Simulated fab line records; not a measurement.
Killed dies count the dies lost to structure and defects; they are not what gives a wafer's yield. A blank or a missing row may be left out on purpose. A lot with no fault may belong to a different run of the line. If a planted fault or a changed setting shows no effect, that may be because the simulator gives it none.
One fault through the eyes of 2 desks || flow gf180mcu || every desk sees just its own numbers, and what lay behind them comes last

## TOOL OWNER'S DESK, pvd sputter-02
The tool's own readings at GF_TOP_METAL_SPUTTER_00 (material Ti, target thk 37.5 nm, time 150 s): means of the sampled wafers that have a number, for each lot that ran on this tool. A lot is out of limits, marked OUT, if its mean lies more than 4 standard deviations from the usual mean; the brackets give that distance.
Columns: A = cathode dc power W at GF_TOP_METAL_SPUTTER_00, usual 4000.0 W; B = throttle valve pct at GF_TOP_METAL_SPUTTER_00, usual 30.0 %
{"lot": "L558", "first seen here": "day 29 14:19", "A": 3999.9, "B": 29.2}
{"lot": "L561", "first seen here": "day 30 07:25", "A": "3642.8 (-99 or more) OUT", "B": 30.0}
{"lot": "L564", "first seen here": "day 31 09:02", "A": "3642.7 (-99 or more) OUT", "B": 29.2}
This desk's verdict: out of limits on L561, L564, starting with L561 at day 30 07:25 (cathode dc power W at GF_TOP_METAL_SPUTTER_00). L558: within limits.

## THE METROLOGY DESK
Means of the sampled wafers that have a number, per lot and without regard to the tool the lot ran on: this is what the gauges read. A lot is out of limits, marked OUT, if its mean lies more than 4 standard deviations from the usual mean; the brackets give that distance.
Columns: A = V5_OVL at GF_V5_OVL_MEAS_15, usual -3 nm; B = V5_W_RS at GF_V5_RS_MEAS_24, usual 0.331 ohm/sq; C = V5_W_THK at GF_V5_THK_MEAS_25, usual 357 nm
{"lot": "L556", "first seen here": "day 28 17:00", "A": -8, "B": 0.334, "C": 356}
{"lot": "L558", "first seen here": "day 29 12:54", "A": -5, "B": 0.331, "C": 357}
{"lot": "L561", "first seen here": "day 30 06:01", "A": -13, "B": 0.329, "C": 355}
{"lot": "L564", "first seen here": "day 31 07:38", "A": -4, "B": 0.330, "C": 351}
{"lot": "L573", "first seen here": "day 33 08:42", "A": -2, "B": 0.332, "C": 358}
{"lot": "L574", "first seen here": "day 33 18:29", "A": 9, "B": 0.332, "C": 355}
This desk's finding: nothing out of limits on any of the 6 lots.

## TAKEN TOGETHER
An alarm could have come from the tool owner's desk at day 30 07:25, on L561, L564.
Metrology desk: nothing out of limits seen.
The metrology desk holds a record of L561, L564, inside its limits.
All the named lots went through GF_TOP_METAL_SPUTTER_00 on pvd sputter-02.

## WHAT THE SIMULATOR PUT IN
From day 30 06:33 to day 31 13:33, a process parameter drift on pvd sputter-02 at GF_TOP_METAL_SPUTTER_00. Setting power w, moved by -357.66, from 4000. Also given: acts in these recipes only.
Lots struck among those shown: L561, L564.
How many hours passed from the start of the fault until each desk's first out-of-limits reading: the tool owner's desk, 1.
